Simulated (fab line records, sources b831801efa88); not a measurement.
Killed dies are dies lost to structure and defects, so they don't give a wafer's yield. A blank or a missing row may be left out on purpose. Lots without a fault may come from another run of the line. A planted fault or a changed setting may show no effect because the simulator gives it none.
Chamber matching | flow gf180mcu | GF_V1_CMP_04 on cmp-02: 4 sister chambers
The step polishes SiO2. 4 wafers are shown with their chamber, then 9 later ones without.

WAFERS WITH THEIR CHAMBER
wafer  | chamber | motor_current_A (A)
L123.6 | 0       | 14.6
L125.1 | 2       | 12.5
L125.3 | 1       | 11.3
L125.4 | 3       | 10.5

WAFERS WITHOUT THEIR CHAMBER
wafer  | motor_current_A (A)
L135.3 | 13.1
L135.5 | 12.5
L135.6 | 10.4
L136.1 | 10.7
L136.2 | 14.6
L136.6 | 10.4
L138.2 | 11.2
L138.3 | 13.2
L138.4 | 12.6

WHICH CHAMBER EACH WENT THROUGH
wafer  | from the rows above     | in truth
L135.3 | 2                       | 2
L135.5 | 2                       | 2
L135.6 | 3                       | 3
L136.1 | can't be placed: 3 or 1 | 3
L136.2 | 0                       | 0
L136.6 | 3                       | 3
L138.2 | can't be placed: 1 or 3 | 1
L138.3 | 2                       | 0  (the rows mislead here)
L138.4 | 2                       | 2
Placed correctly: 6 of 9. Can't be placed from these rows: 2 (the true chamber is among the candidates in 2). Placed wrongly: 1.
How it was worked out, from the rows above alone: a wafer's distance from a chamber is the root of the sum, over the readings, of the square of ((its reading less the chamber's mean) divided by the reading's scatter). The wafer belongs to the nearest chamber; if the next one is less than 2 further off, it can't be placed. A chamber's mean is the mean of its shown wafers. The scatter: with one shown wafer a chamber, the root of the mean of the squares of how far each hidden wafer lies from its nearest shown one.
